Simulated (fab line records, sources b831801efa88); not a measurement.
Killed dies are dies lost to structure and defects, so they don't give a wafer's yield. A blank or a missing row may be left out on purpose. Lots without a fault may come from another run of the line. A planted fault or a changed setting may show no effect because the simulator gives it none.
fab line records | flow gf180mcu | part 1 of 2: steps 1 to 26 of 35
record lots=5 wafers=15 last_day=33
route steps=602 shown CONTACT@305 M1@315 V1@335
lots that met no fault: from a run of the same line without faults
start_h: hours from the record's first day to the start of the lot's first wafer shown | wait_h: hours since the lot's step before | " the same as in the row above | L1.1+2: a row that stands for several wafers | - no value, or no start given | * or withheld: withheld | < > ~ a bound
route shown NAME@n: a module of which the file shows steps, and the number in the route of the first | usual: mean/standard deviation of fault-free wafers | same: alike in all rows | chamber/n: place in a boat | sites: the reading at each site | _std_site: their standard deviation | _edge_site: outer sites' mean less inner sites' | radius_mm: how far each site lies from the wafer's centre | mask NAME#n: copy n | behind: the tool/chamber that last shaped the wafer | hold: why the lot was held/for how many hours/how that ended | device: the transistor (n, p or np) that didn't switch | end of line: the same wafers' tests at the end of the route | a step without rows: its recipe alone | killed: dies lost to structure and defects at the first sort, not the wafer's yield | map: a wafer's dies, x killed, . not, _ none there
set.NAME: the setting as run; set.NAME@STEP: as run at that earlier step | model.NAME: the simulator's own value behind a step, which no gauge read
lots at some steps of the route; a table a step, a row a wafer
services: from which hour (start_h, from the record's first day; less than 0 if before it) a tool's chamber was out of use, for how many hours, and why
## steps
# step GF_CONTACT_STRIP_18
# recipe chemistry=O2/N2 power_w=1400 pressure_mtorr=1500 platen_temp_c=250 o2_flow_sccm=3000 n2_flow_sccm=300 overash_fraction=0.5
# usual drypump_motor_current_A=5.8/0.43 heater_power_w=327/44 oes_product_au=0.579/0.0049
# columns lot.wafer tool chamber start_h wait_h drypump_motor_current_A heater_power_w oes_product_au rf_hours_counter_h
L076.2 plasma_asher-03 1 380.42 - 6.1 325 0.575 72
L076.4 " 1 " " 6.1 315 0.575 -
L076.5 " 1 " " 6.1 323 0.577 -
L079.2 plasma_asher-04 0 415.87 - 6.3 300 0.573 78
L079.3 " 1 " " 5.1 339 0.572 -
L079.4 " 0 " " 6.3 310 0.582 -
L084.1 plasma_asher-04 0 457.89 - 6.3 328 0.572 3
L084.2 " 1 " " 5.0 334 0.577 3
L084.4 " 1 " " 5.0 329 0.582 -
L089.1 plasma_asher-01 1 501.30 - 6.0 306 0.579 68
L089.5 " 0 " " 5.9 410 0.570 -
L089.6 " 1 " " 5.9 305 0.576 -
L093.2 plasma_asher-04 0 533.29 - 6.3 327 0.572 11
L093.5 " 1 " " 5.0 329 0.589 -
L093.6 " 0 " " 6.3 315 0.582 -
# step GF_CONTACT_CLEAN_19
# recipe chemistry=SPM
# columns lot.wafer tool chamber start_h wait_h
L076.2+4+5 wet_bench-02 0 380.52 0.1
L079.2+3+4 wet_bench-03 2 415.97 0.1
L084.1+2+4 wet_bench-03 3 457.99 0.1
L089.1+5+6 wet_bench-02 0 501.40 0.1
L093.2+5+6 wet_bench-03 1 533.39 0.1
# step GF_CONTACT_CLEAN_20
# recipe chemistry=DIW
# columns lot.wafer tool chamber start_h wait_h
L076.2+4+5 wet_bench-03 0 380.61 0.0
L079.2+3+4 wet_bench-01 3 416.06 0.0
L084.1+2+4 wet_bench-02 3 458.08 0.0
L089.1+5+6 wet_bench-03 0 501.49 0.0
L093.2+5+6 wet_bench-01 1 533.49 0.0
# step GF_CONTACT_CLEAN_21
# recipe chemistry=dHF time_s=20 dilution=100:1 dry=ipa_marangoni
# columns lot.wafer tool chamber start_h wait_h
L076.2+4+5 wet_bench-03 0 380.70 0.0
L079.2+3+4 wet_bench-03 3 416.16 0.0
L084.1+2+4 wet_bench-03 3 458.17 0.0
L089.1+5+6 wet_bench-01 1 501.59 0.0
L093.2+5+6 wet_bench-02 3 533.58 0.0
# step GF_CONTACT_SPUTTER_22
# recipe material=Ti target_thk_nm=15 chamber_pressure_pa=5 power_w=2500 substrate_temp_c=200 time_s=80.02
# usual throttle_valve_pct=30.3/0.94
# columns lot.wafer tool chamber start_h wait_h throttle_valve_pct
L076.2 pvd_sputter-01 - 380.71 0.0 29.1
L076.4 " - " " 28.3
L076.5 " - " " 30.1
L079.2 pvd_sputter-03 - 416.17 0.0 30.4
L079.3 " - " " 30.4
L079.4 " - " " 28.8
L084.1 pvd_sputter-02 - 458.18 0.0 30.2
L084.2 " - " " 29.7
L084.4 " - " " 31.5
L089.1 pvd_sputter-02 - 501.60 0.0 30.1
L089.5 " - " " 31.4
L089.6 " - " " 31.9
L093.2 pvd_sputter-03 - 533.59 0.0 30.6
L093.5 " - " " 28.9
L093.6 " - " " 30.7
# step GF_CONTACT_SPUTTER_23
# recipe material=TiN target_thk_nm=10 chamber_pressure_pa=5 power_w=4000 time_s=40
# usual throttle_valve_pct=30.3/0.93
# columns lot.wafer tool chamber start_h wait_h throttle_valve_pct
L076.2 pvd_sputter-01 - 380.77 0.0 28.9
L076.4 " - " " 28.0
L076.5 " - " " 30.1
L079.2 pvd_sputter-03 - 416.23 0.0 30.5
L079.3 " - " " 30.5
L079.4 " - " " 28.9
L084.1 pvd_sputter-02 - 458.25 0.0 30.3
L084.2 " - " " 29.9
L084.4 " - " " 31.3
L089.1 pvd_sputter-02 - 501.66 0.0 29.5
L089.5 " - " " 31.3
L089.6 " - " " 32.2
L093.2 pvd_sputter-03 - 533.65 0.0 30.2
L093.5 " - " " 28.8
L093.6 " - " " 30.6
# step GF_CONTACT_CVD_24
# recipe material=W target_thk_nm=300 time_s=90.339 temp_c=400 pressure_torr=40
# usual heater_power_w=827/82
# columns lot.wafer tool chamber start_h wait_h heater_power_w since_wet_clean_h
L076.2 cvd_w-02 0 380.81 0.0 969 991
L076.4 " 0 " " 974 -
L076.5 " 1 " " 761 -
L079.2 cvd_w-02 1 416.27 0.0 713 12
L079.3 " 1 " " 710 -
L079.4 " 0 " " 941 -
L084.1 cvd_w-02 1 458.28 0.0 725 54
L084.2 " 0 " " 930 54
L084.4 " 1 " " 714 -
L089.1 cvd_w-02 0 501.70 0.0 947 98
L089.5 " 1 " " 717 -
L089.6 " 0 " " 952 -
L093.2 cvd_w-02 0 533.69 0.0 941 130
L093.5 " 1 " " 723 -
L093.6 " 0 " " 945 -
# step GF_CONTACT_RS_MEAS_25
# recipe thk_meas_gauge=four-point-probe reads=W_of_CONTACT_CVD_24+TiN_of_CONTACT_SPUTTER_23+Ti_of_CONTACT_SPUTTER_22
# usual CONTACT_W_RS=0.386/0.0035
# columns lot.wafer tool chamber start_h wait_h CONTACT_W_RS[ohm/sq]
L076.2 film_metro-02 - 380.93 0.1 0.379
L076.4 " - " " 0.382
L076.5 " - " " 0.387
L079.2 film_metro-02 - 416.39 0.1 0.384
L079.3 " - " " 0.385
L079.4 " - " " 0.393
L084.1 film_metro-04 - 458.38 0.1 0.381
L084.2 " - " " 0.388
L084.4 " - " " 0.386
L089.1 film_metro-04 - 501.80 0.1 0.390
L089.5 " - " " 0.388
L089.6 " - " " 0.389
L093.2 film_metro-02 - 533.81 0.1 0.388
L093.5 " - " " 0.384
L093.6 " - " " 0.383
# step GF_CONTACT_THK_MEAS_26
# recipe thk_meas_gauge=xrf reads=W_of_CONTACT_CVD_24
# usual CONTACT_W_THK=286/3
# columns lot.wafer tool chamber start_h wait_h CONTACT_W_THK[nm]
L076.2 film_metro-02 - 381.04 0.1 290
L076.4 " - " " 289
L076.5 " - " " 285
L079.2 film_metro-02 - 416.50 0.1 290
L079.3 " - " " 287
L079.4 " - " " 282
L084.1 film_metro-04 - 458.50 0.1 285
L084.2 " - " " 282
L084.4 " - " " 282
L089.1 film_metro-04 - 501.92 0.1 281
L089.5 " - " " 282
L089.6 " - " " 282
L093.2 film_metro-02 - 533.92 0.1 286
L093.5 " - " " 288
L093.6 " - " " 289
# step GF_CONTACT_CMP_27
# recipe stop_on=SiO2 down_force_psi=3.5 platen_rpm=60 t_overpolish_s=15 target_thk_nm=0 pad_velocity_m_s=0.94248
# usual motor_current_A=10.7/0.87 overpolish_run_s=15.000/0.0094 slurry_flow_ml_min=150.0/0.48 time_to_endpoint_s=72/3.4
# columns lot.wafer tool chamber start_h wait_h motor_current_A overpolish_run_s slurry_flow_ml_min time_to_endpoint_s
L076.4 cmp-01 2 381.14 0.1 10.1 14.989 149.5 67
L076.2 " 3 " " 12.7 15.013 150.5 70
L076.5 " 1 " " 11.1 15.002 150.1 68
L079.4 cmp-01 3 416.58 0.0 12.2 15.016 149.5 70
L079.2 " 0 " " 9.3 15.005 150.2 78
L079.3 " 1 " " 11.2 15.011 149.7 74
L084.4 cmp-01 1 458.56 0.0 11.5 14.986 150.0 73
L084.2 " 3 " " 11.9 14.996 150.3 74
L084.1 " 0 " " 9.8 15.017 150.0 75
L089.1 cmp-02 1 502.13 0.2 10.4 14.995 150.9 73
L089.6 " 2 " " 10.0 14.982 149.5 73
L089.5 " 3 " " 9.8 15.001 150.7 68
L093.2 cmp-02 3 534.02 0.1 10.0 15.002 150.2 65
L093.6 " 2 " " 10.4 14.995 149.5 71
L093.5 " 3 " " 9.9 14.982 150.3 66
# step GF_M1_SPUTTER_00
# recipe material=Ti target_thk_nm=37.5 arriving_ion_energy_ev=80 substrate_temp_c=200 chamber_pressure_pa=2 power_w=4000 time_s=150
# usual throttle_valve_pct=29.9/1.4
# columns lot.wafer tool chamber start_h wait_h throttle_valve_pct
L076.2 pvd_sputter-03 - 381.39 0.1 30.7
L076.4 " - " " 30.6
L076.5 " - " " 30.5
L079.2 pvd_sputter-02 - 416.88 0.2 30.1
L079.3 " - " " 31.5
L079.4 " - " " 32.0
L084.1 pvd_sputter-04 - 458.86 0.1 30.6
L084.2 " - " " 27.3
L084.4 " - " " 29.4
L089.1 pvd_sputter-04 - 502.28 0.1 29.1
L089.5 " - " " 30.6
L089.6 " - " " 27.0
L093.2 pvd_sputter-02 - 534.27 0.2 31.3
L093.5 " - " " 30.1
L093.6 " - " " 31.3
# step GF_M1_SPUTTER_01
# recipe material=TiN target_thk_nm=30 power_w=6500 time_s=25 chamber_pressure_pa=0.4
# usual throttle_valve_pct=29.9/1.4
# columns lot.wafer tool chamber start_h wait_h throttle_valve_pct
L076.2 pvd_sputter-03 - 381.49 0.1 30.5
L076.4 " - " " 30.6
L076.5 " - " " 30.3
L079.2 pvd_sputter-02 - 416.98 0.1 30.2
L079.3 " - " " 31.0
L079.4 " - " " 31.9
L084.1 pvd_sputter-04 - 458.96 0.1 30.4
L084.2 " - " " 27.4
L084.4 " - " " 29.4
L089.1 pvd_sputter-04 - 502.38 0.1 29.5
L089.5 " - " " 30.6
L089.6 " - " " 27.3
L093.2 pvd_sputter-02 - 534.37 0.1 31.2
L093.5 " - " " 30.3
L093.6 " - " " 31.3
# step GF_M1_SPUTTER_02
# recipe material=AlCu target_thk_nm=450 power_w=10600 time_s=23.9 chamber_pressure_pa=0.4
# usual throttle_valve_pct=29.9/1.4
# columns lot.wafer tool chamber start_h wait_h throttle_valve_pct
L076.2 pvd_sputter-03 - 381.52 0.0 30.5
L076.4 " - " " 30.5
L076.5 " - " " 30.5
L079.2 pvd_sputter-02 - 417.01 0.0 30.1
L079.3 " - " " 31.3
L079.4 " - " " 31.7
L084.1 pvd_sputter-04 - 459.00 0.0 30.7
L084.2 " - " " 27.3
L084.4 " - " " 29.6
L089.1 pvd_sputter-04 - 502.41 0.0 29.3
L089.5 " - " " 30.8
L089.6 " - " " 27.7
L093.2 pvd_sputter-02 - 534.40 0.0 31.6
L093.5 " - " " 30.2
L093.6 " - " " 31.2
# step GF_M1_SPUTTER_03
# recipe material=Ti target_thk_nm=10 substrate_temp_c=300 chamber_pressure_pa=0.3 power_w=3000 time_s=6.7
# usual throttle_valve_pct=29.9/1.4
# columns lot.wafer tool chamber start_h wait_h throttle_valve_pct
L076.2 pvd_sputter-03 - 381.55 0.0 30.4
L076.4 " - " " 30.5
L076.5 " - " " 30.1
L079.2 pvd_sputter-02 - 417.04 0.0 29.9
L079.3 " - " " 31.3
L079.4 " - " " 32.1
L084.1 pvd_sputter-04 - 459.03 0.0 30.6
L084.2 " - " " 27.0
L084.4 " - " " 29.4
L089.1 pvd_sputter-04 - 502.44 0.0 29.4
L089.5 " - " " 30.7
L089.6 " - " " 27.3
L093.2 pvd_sputter-02 - 534.43 0.0 31.2
L093.5 " - " " 30.2
L093.6 " - " " 31.5
# step GF_M1_SPUTTER_04
# recipe material=TiN target_thk_nm=50 power_w=6367 time_s=41.7 chamber_pressure_pa=0.4
# usual throttle_valve_pct=29.9/1.4
# columns lot.wafer tool chamber start_h wait_h throttle_valve_pct
L076.2 pvd_sputter-03 - 381.57 0.0 30.6
L076.4 " - " " 30.7
L076.5 " - " " 30.3
L079.2 pvd_sputter-02 - 417.06 0.0 29.9
L079.3 " - " " 31.4
L079.4 " - " " 31.8
L084.1 pvd_sputter-04 - 459.05 0.0 30.6
L084.2 " - " " 27.5
L084.4 " - " " 29.3
L089.1 pvd_sputter-04 - 502.46 0.0 29.6
L089.5 " - " " 30.6
L089.6 " - " " 27.2
L093.2 pvd_sputter-02 - 534.45 0.0 31.6
L093.5 " - " " 29.9
L093.6 " - " " 31.3
# step GF_M1_RS_MEAS_05
# recipe thk_meas_gauge=four-point-probe reads=TiN_of_M1_SPUTTER_04+Ti_of_M1_SPUTTER_03+AlCu_of_M1_SPUTTER_02+TiN_of_M1_SPUTTER_01+Ti_of_M1_SPUTTER_00
# usual M1_ALCU_RS=0.0697/0.00086
# columns lot.wafer tool chamber start_h wait_h M1_ALCU_RS[ohm/sq]
L076.2 film_metro-01 - 381.63 0.0 0.0696
L076.4 " - " " 0.0697
L076.5 " - " " 0.0697
L079.2 film_metro-02 - 417.12 0.0 0.0698
L079.3 " - " " 0.0700
L079.4 " - " " 0.0694
L084.1 film_metro-03 - 459.09 0.0 0.0703
L084.2 " - " " 0.0719
L084.4 " - " " 0.0707
L089.1 film_metro-01 - 502.50 0.0 0.0699
L089.5 " - " " 0.0701
L089.6 " - " " 0.0710
L093.2 film_metro-03 - 534.51 0.0 0.0692
L093.5 " - " " 0.0689
L093.6 " - " " 0.0688
# step GF_M1_THK_MEAS_06
# recipe thk_meas_gauge=xrf reads=AlCu_of_M1_SPUTTER_02
# usual M1_ALCU_THK=452/5.5
# columns lot.wafer tool chamber start_h wait_h M1_ALCU_THK[nm]
L076.2 film_metro-01 - 381.74 0.1 454
L076.4 " - " " 457
L076.5 " - " " 456
L079.2 film_metro-02 - 417.23 0.1 449
L079.3 " - " " 449
L079.4 " - " " 451
L084.1 film_metro-03 - 459.21 0.1 448
L084.2 " - " " 439
L084.4 " - " " 445
L089.1 film_metro-01 - 502.62 0.1 453
L089.5 " - " " 453
L089.6 " - " " 446
L093.2 film_metro-03 - 534.62 0.1 454
L093.5 " - " " 457
L093.6 " - " " 456
# step GF_M1_DEHYDRATE_07
# recipe temp_c=200 time_s=60
# usual exhaust_pa=44.9/0.85
# columns lot.wafer tool chamber start_h wait_h exhaust_pa
L076.2 litho_track-03 0 391.79 10.0 45.1
L076.4 " 0 " " 44.6
L076.5 " 0 " " 45.5
L079.2 litho_track-03 0 428.09 10.9 42.9
L079.3 " 0 " " 44.8
L079.4 " 0 " " 44.1
L084.1 litho_track-02 0 471.23 12.0 45.5
L084.2 " 0 " " 45.0
L084.4 " 0 " " 44.7
L089.1 litho_track-03 0 513.47 10.8 45.9
L089.5 " 0 " " 45.9
L089.6 " 0 " " 45.2
L093.2 litho_track-01 0 545.67 11.0 44.8
L093.5 " 0 " " 44.3
L093.6 " 0 " " 44.0
# step GF_M1_HMDS_08
# recipe prime_time_s=60 prime_temp_c=120
# usual exhaust_pa=45.1/0.81
# columns lot.wafer tool chamber start_h wait_h exhaust_pa
L076.2 litho_track-03 0 391.94 0.1 44.5
L076.4 " 0 " " 45.7
L076.5 " 0 " " 45.6
L079.2 litho_track-03 0 428.24 0.1 44.3
L079.3 " 0 " " 44.2
L079.4 " 0 " " 44.0
L084.1 litho_track-02 0 471.38 0.1 43.7
L084.2 " 0 " " 44.2
L084.4 " 0 " " 43.7
L089.1 litho_track-03 0 513.62 0.1 46.3
L089.5 " 0 " " 46.8
L089.6 " 0 " " 46.2
L093.2 litho_track-01 0 545.82 0.1 46.6
L093.5 " 0 " " 46.1
L093.6 " 0 " " 46.2
# step GF_M1_COAT_09
# recipe resist=KrF spin_rpm=withheld resist_thk_nm=1000
# usual exhaust_pa=44.7/0.95
# columns lot.wafer tool chamber start_h wait_h exhaust_pa
L076.2 litho_track-03 0 392.09 0.1 45.2
L076.4 " 0 " " 45.1
L076.5 " 0 " " 45.3
L079.2 litho_track-03 0 428.39 0.1 44.2
L079.3 " 0 " " 45.2
L079.4 " 0 " " 44.2
L084.1 litho_track-02 0 471.53 0.1 44.3
L084.2 " 0 " " 45.2
L084.4 " 0 " " 45.3
L089.1 litho_track-03 0 513.77 0.1 44.0
L089.5 " 0 " " 45.2
L089.6 " 0 " " 44.0
L093.2 litho_track-01 0 545.97 0.1 45.2
L093.5 " 0 " " 46.6
L093.6 " 0 " " 45.9
# step GF_M1_SOFTBAKE_10
# recipe temp_c=130 time_s=60 resist=KrF
# usual exhaust_pa=45.0/0.84
# columns lot.wafer tool chamber start_h wait_h exhaust_pa
L076.2 litho_track-03 0 392.24 0.1 45.4
L076.4 " 0 " " 43.8
L076.5 " 0 " " 44.7
L079.2 litho_track-03 0 428.54 0.1 44.7
L079.3 " 0 " " 42.8
L079.4 " 0 " " 45.1
L084.1 litho_track-02 0 471.68 0.1 44.6
L084.2 " 0 " " 45.2
L084.4 " 0 " " 44.9
L089.1 litho_track-03 0 513.92 0.1 45.0
L089.5 " 0 " " 44.0
L089.6 " 0 " " 45.3
L093.2 litho_track-01 0 546.12 0.1 44.0
L093.5 " 0 " " 45.5
L093.6 " 0 " " 44.2
# step GF_M1_EXPOSE_11
# recipe mask_id=Metal1 target_cd_nm=230 na=0.68 source_shape=conventional sigma_outer=0.6 dose_mj=28
# usual exposure_dose_mJ_cm2=27.965/0.03
# same na=0.68
# columns lot.wafer tool chamber start_h wait_h mask exposure_dose_mJ_cm2
L076.2 krf_scanner-02 0 - - Metal1#0 27.982
L076.4 " 0 " " Metal1#0 27.958
L076.5 " 0 " " Metal1#0 27.957
L079.2 krf_scanner-02 0 - - Metal1#0 27.971
L079.3 " 0 " " Metal1#0 27.963
L079.4 " 0 " " Metal1#0 27.964
L084.1 krf_scanner-02 0 - - Metal1#0 27.963
L084.2 " 0 " " Metal1#0 27.952
L084.4 " 0 " " Metal1#0 27.950
L089.1 krf_scanner-02 0 - - Metal1#0 27.969
L089.5 " 0 " " Metal1#0 27.960
L089.6 " 0 " " Metal1#0 27.971
L093.2 krf_scanner-02 0 - - Metal1#0 27.978
L093.5 " 0 " " Metal1#0 27.958
L093.6 " 0 " " Metal1#0 27.993
# step GF_M1_PEB_12
# recipe peb_temp_c=135 peb_time_s=90 resist=KrF
# usual exhaust_pa=44.8/0.82
# columns lot.wafer tool chamber start_h wait_h exhaust_pa
L076.2 litho_track-01 0 - - 44.4
L076.4 " 0 " " 45.0
L076.5 " 0 " " 44.6
L079.2 litho_track-02 0 - - 45.2
L079.3 " 0 " " 45.9
L079.4 " 0 " " 45.7
L084.1 litho_track-03 0 - - 45.7
L084.2 " 0 " " 45.8
L084.4 " 0 " " 45.6
L089.1 litho_track-01 0 - - 45.2
L089.5 " 0 " " 44.9
L089.6 " 0 " " 46.4
L093.2 litho_track-01 0 - - 43.7
L093.5 " 0 " " 44.0
L093.6 " 0 " " 45.0
# step GF_M1_DEVELOP_13
# recipe develop_time_s=60 dev_temp_c=21
# usual developer_temp_C=21.00/0.099 exhaust_pa=44.9/0.8
# columns lot.wafer tool chamber start_h wait_h developer_temp_C exhaust_pa
L076.2 litho_track-01 0 403.48 0.2 21.12 44.8
L076.4 " 0 " " 21.03 43.1
L076.5 " 0 " " 21.16 44.0
L079.2 litho_track-02 0 440.26 0.2 21.01 43.4
L079.3 " 0 " " 21.06 44.5
L079.4 " 0 " " 21.03 44.5
L084.1 litho_track-03 0 483.57 0.2 21.05 45.2
L084.2 " 0 " " 20.81 44.2
L084.4 " 0 " " 20.74 45.5
L089.1 litho_track-01 0 525.50 0.2 20.98 45.4
L089.5 " 0 " " 21.03 45.7
L089.6 " 0 " " 20.95 45.3
L093.2 litho_track-01 0 556.87 0.2 20.94 45.3
L093.5 " 0 " " 20.95 44.8
L093.6 " 0 " " 20.81 44.8
# step GF_M1_CD_MEAS_14
# recipe target_cd_nm=230
# usual cd_nm=230.1/1
# columns lot.wafer tool chamber start_h wait_h cd_nm
L076.2 cd_sem-01 - 403.62 0.1 230.0
L076.4 " - " " 230.0
L076.5 " - " " 230.8
L079.2 cd_sem-02 - 440.40 0.1 229.1
L079.3 " - " " 229.3
L079.4 " - " " 229.8
L084.1 cd_sem-02 - 483.72 0.1 230.3
L084.2 " - " " 230.6
L084.4 " - " " 230.2
L089.1 cd_sem-02 - 525.65 0.1 231.3
L089.5 " - " " 232.4
L089.6 " - " " 231.4
L093.2 cd_sem-02 - 557.02 0.1 230.4
L093.5 " - " " 230.1
L093.6 " - " " 230.3
# step GF_M1_OVL_MEAS_15
# usual M1_OVL=-2/5.1
# columns lot.wafer tool chamber start_h wait_h M1_OVL[nm]
L076.2 overlay-01 - 403.76 0.1 -1
L076.4 " - " " -3
L076.5 " - " " 1
L079.2 overlay-02 - 440.51 0.1 3
L079.3 " - " " 0
L079.4 " - " " 9
L084.1 overlay-01 - 483.84 0.1 -6
L084.2 " - " " -9
L084.4 " - " " -5
L089.1 overlay-01 - 525.77 0.1 -3
L089.5 " - " " 0
L089.6 " - " " -4
L093.2 overlay-02 - 557.12 0.1 -10
L093.5 " - " " -3
L093.6 " - " " -6
